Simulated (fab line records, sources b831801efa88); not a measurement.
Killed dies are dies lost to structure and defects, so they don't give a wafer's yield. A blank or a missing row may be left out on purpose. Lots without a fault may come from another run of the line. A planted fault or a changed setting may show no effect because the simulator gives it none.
One fault seen from 2 desks | flow sky130 | each desk has only its own numbers; what lay behind them comes last

THE TOOL OWNER'S DESK: rie_diel-04
The tool's own readings at SKY_VIA1_ETCH_15 (etches SiO2 in C4F8/O2/Ar, stops on TiN, target depth 351 nm, time 54 s): means of the sampled wafers that have a number, for each lot that ran on this tool. A lot is out of limits, marked OUT, if its mean lies more than 4 standard deviations from the usual mean; the brackets give that distance.
Columns: A = chamber_pressure_mTorr at SKY_VIA1_ETCH_15, usual 40.00 mTorr; B = oes_product_au at SKY_VIA1_ETCH_15, usual 0.980 a.u.; C = rf_fwd_power_W at SKY_VIA1_ETCH_15, usual 1487 W
lot  | first seen here | A     | B     | C
L828 | day 34 16:34    | 40.00 | 0.984 | 1489
L830 | day 35 00:22    | 39.98 | 0.984 | 1485
L832 | day 35 17:47    | 40.02 | 0.983 | 1485
L837 | day 37 16:22    | 39.98 | 0.987 | 1729 (+44) OUT
L838 | day 37 17:37    | 40.00 | 0.986 | 1721 (+43) OUT
L851 | day 41 09:47    | 40.02 | 0.984 | 1489
L850 | day 41 13:28    | 39.99 | 0.984 | 1487
This desk's finding: out of limits on L837, L838; first on L837, day 37 16:22 (rf_fwd_power_W at SKY_VIA1_ETCH_15). In limits: L828, L830, L832, L851, L850.

THE METROLOGY DESK
What the gauges read, lot by lot, whatever tool the lot ran on: means of the sampled wafers that have a number. A lot is out of limits, marked OUT, if its mean lies more than 4 standard deviations from the usual mean; the brackets give that distance.
Columns: A = CONTACT_OVL at SKY_CONTACT_OVL_MEAS_15, usual -2 nm; B = VIA1_OVL at SKY_VIA1_OVL_MEAS_13, usual 6 nm
lot  | first seen here | A   | B
L828 | day 32 06:52    | -10 | 5
L829 | day 32 09:50    | 3   | 1
L830 | day 32 15:22    | -4  | 6
L831 | day 32 19:10    | -2  | 10
L832 | day 33 08:34    | -15 | 2
L837 | day 35 08:17    | -3  | 6
L838 | day 35 10:16    | 8   | 11
L845 | day 37 10:07    | 5   | -3
L848 | day 38 02:19    | 6   | 4
L849 | day 38 07:06    | 3   | 12
L851 | day 39 06:07    | 4   | 10
L850 | day 39 09:16    | -6  | 7
This desk's finding: nothing out of limits on any of the 12 lots.

PUT TOGETHER
The tool owner's desk could have raised an alarm at day 37 16:22, on L837, L838.
The metrology desk saw nothing out of limits.
The metrology desk has L837, L838 on record, within its limits.
Of the lots named, all ran SKY_VIA1_ETCH_15 on rie_diel-04.

WHAT THE SIMULATOR HAD PUT IN
Process parameter drift: rie_diel-04, from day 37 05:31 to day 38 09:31, at SKY_VIA1_ETCH_15. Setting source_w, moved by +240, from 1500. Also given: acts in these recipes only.
Lots struck among those shown: L837, L838.
Hours from the fault's start to each desk's first reading out of limits: the tool owner's desk, 11.
